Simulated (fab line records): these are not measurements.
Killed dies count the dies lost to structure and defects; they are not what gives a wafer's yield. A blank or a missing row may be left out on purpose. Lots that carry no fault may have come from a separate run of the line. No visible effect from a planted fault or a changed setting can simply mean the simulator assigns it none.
8D (eight disciplines) problem report, filled in by code / flow gf180mcu / the parts of the form that need people (team, actions taken, sign-off) are left out

== 1. PROBLEM STATEMENT ==
run length s at GF_VT_IMPLANT_SOFTBAKE_25 reads a mean of 85.73 s on 6 wafers of 2 lots; wafers without a fault read 88.92 s with a standard deviation of 0.11. That puts it -29 standard deviations away from the usual mean.
The step: time 60 s.
The first sign was on wafer L453.2 at day 9 11:58, on litho track-02. Wafers with a number at this step in the record: 42, from 14 lots. By rule, "out" or "out of limits" means more than 4 standard deviations away from the usual mean. Any other wafer with a number is counted as sound.

== 2. WHAT THIS IS AND IS NOT ==
question=which readings at this step | is=run length s, heater power total W | is not=-
question=which lots | is=L453, L454 | is not=L442, L443, L444, L445, L446, L449, L451, L457, L458, L459, L464, L465
question=which wafers of those lots | is=all that have a number | is not=-
question=read on which tools | is=litho track-02 | is not=litho track-03, litho track-04
question=when | is=from day 9 11:58 | is not=up to then (21 sound wafers); but 15 sound wafers of L457, L458, L459, L464, L465 came after

== 3. THE SUSPECTS, EACH WITH WHAT RULES IT OUT ==
Counting: any tool at a process step up to the reading is kept as a suspect provided that every lot that is out went through it and no sound lot did after the first of them.
- plasma asher-01 at GF_NWELL_STRIP_10 (strips in O2/N2): ruled out as a lasting fault. Following L453 (day 5 19:55), the first lot on it that is out, the sound lots L465 were run on it.
- litho track-02 at GF_VT_IMPLANT_SOFTBAKE_25 (time 60 s): kept. It ran every lot that is out, first L453 (day 9 11:58), and no sound lot after that; its last sound lot up to then is L451 (day 8 22:38). On those wafers its own readings are out: heater power total W, run length s.
After counting, what remains is litho track-02 at GF_VT_IMPLANT_SOFTBAKE_25.

== 4. THE CAUSE (what the simulator had put in) ==
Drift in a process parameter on litho track-02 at GF_VT_IMPLANT_SOFTBAKE_25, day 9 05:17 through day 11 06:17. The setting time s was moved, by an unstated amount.
The count eliminated every tool but this one.

== 5. SEQUENCE OF EFFECTS, ordered by route ==
Rows list readings where the struck wafers' mean (over those with a number) sits beyond 3 standard deviations from the usual. Only readings for which the record gives a usual standard deviation are gone through. hours: the time from each lot's start at the first step in this table that gives one to its start at this step, as a median over the lots. sigmas: the change in usual standard deviations.
hours=0; step=GF_VT_IMPLANT_SOFTBAKE_25; reading=heater power total W; usual=56.60 W; on struck wafers=57.56; change=+0.96; sigmas=+23
hours=0; step=GF_VT_IMPLANT_SOFTBAKE_25; reading=run length s; usual=88.92 s; on struck wafers=85.73; change=-3.19; sigmas=-29
It contains these process steps:
- GF_VT_IMPLANT_SOFTBAKE_25: time 60 s.

== 6. HOW IT WOULD HAVE BEEN CAUGHT EARLIER ==
The fault began at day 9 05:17; the first out-of-limits reading in this record came at day 9 11:58, 7 hours later.
